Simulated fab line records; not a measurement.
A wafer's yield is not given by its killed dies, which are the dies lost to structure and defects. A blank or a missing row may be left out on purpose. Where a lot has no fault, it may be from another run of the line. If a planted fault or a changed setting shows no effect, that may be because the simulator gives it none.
Chamber matching || flow sky130 || rie_diel-01 running SKY_VIA3_ETCH_15: 4 sister chambers
The step etches SiO2 in C4F8/O2/Ar, stops on TiN, target depth 507 nm, time 78 s. 8 wafers are shown with their chamber, then 8 later ones without.

== EACH WAFER AND ITS CHAMBER ==
{"wafer": "L085.3", "chamber": 0, "oes_product_au (a.u.)": 0.945}
{"wafer": "L085.6", "chamber": 0, "oes_product_au (a.u.)": 0.942}
{"wafer": "L089.2", "chamber": 2, "oes_product_au (a.u.)": 0.951}
{"wafer": "L089.3", "chamber": 1, "oes_product_au (a.u.)": 0.950}
{"wafer": "L089.4", "chamber": 2, "oes_product_au (a.u.)": 0.937}
{"wafer": "L089.5", "chamber": 3, "oes_product_au (a.u.)": 0.949}
{"wafer": "L089.6", "chamber": 1, "oes_product_au (a.u.)": 0.950}
{"wafer": "L092.1", "chamber": 3, "oes_product_au (a.u.)": 0.941}

== WAFERS MISSING THEIR CHAMBER ==
{"wafer": "L092.3", "oes_product_au (a.u.)": 0.944}
{"wafer": "L092.5", "oes_product_au (a.u.)": 0.935}
{"wafer": "L093.1", "oes_product_au (a.u.)": 0.937}
{"wafer": "L093.3", "oes_product_au (a.u.)": 0.942}
{"wafer": "L093.6", "oes_product_au (a.u.)": 0.946}
{"wafer": "L095.1", "oes_product_au (a.u.)": 0.941}
{"wafer": "L095.2", "oes_product_au (a.u.)": 0.942}
{"wafer": "L095.4", "oes_product_au (a.u.)": 0.938}

== EACH ONE'S CHAMBER ==
{"wafer": "L092.3", "from the rows above": "can't be placed: 2 or 0 or 3 or 1", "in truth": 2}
{"wafer": "L092.5", "from the rows above": "can't be placed: 0 or 2 or 3 or 1", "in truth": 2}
{"wafer": "L093.1", "from the rows above": "can't be placed: 0 or 2 or 3 or 1", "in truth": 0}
{"wafer": "L093.3", "from the rows above": "can't be placed: 0 or 2 or 3 or 1", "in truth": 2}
{"wafer": "L093.6", "from the rows above": "can't be placed: 3 or 2 or 0 or 1", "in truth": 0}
{"wafer": "L095.1", "from the rows above": "can't be placed: 0 or 2 or 3 or 1", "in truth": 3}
{"wafer": "L095.2", "from the rows above": "can't be placed: 0 or 2 or 3 or 1", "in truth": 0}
{"wafer": "L095.4", "from the rows above": "can't be placed: 0 or 2 or 3 or 1", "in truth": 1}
Correct placement for 0 of the 8. Cannot be placed on the basis of these rows: 8; the candidates contain the true chamber in 8. 0 placed wrongly.
How it was worked out, from the rows above alone: a wafer's distance from a chamber is the root of the sum, over the readings, of the square of ((its reading less the chamber's mean) divided by the reading's scatter). The wafer belongs to the nearest chamber; if the next one is less than 2 further off, it can't be placed. For every chamber, the mean is computed from those of its wafers that are shown. The scatter is the square root of a quotient: the sum, over the shown wafers, of each reading's squared deviation from its chamber's mean, divided by wafers minus chambers.
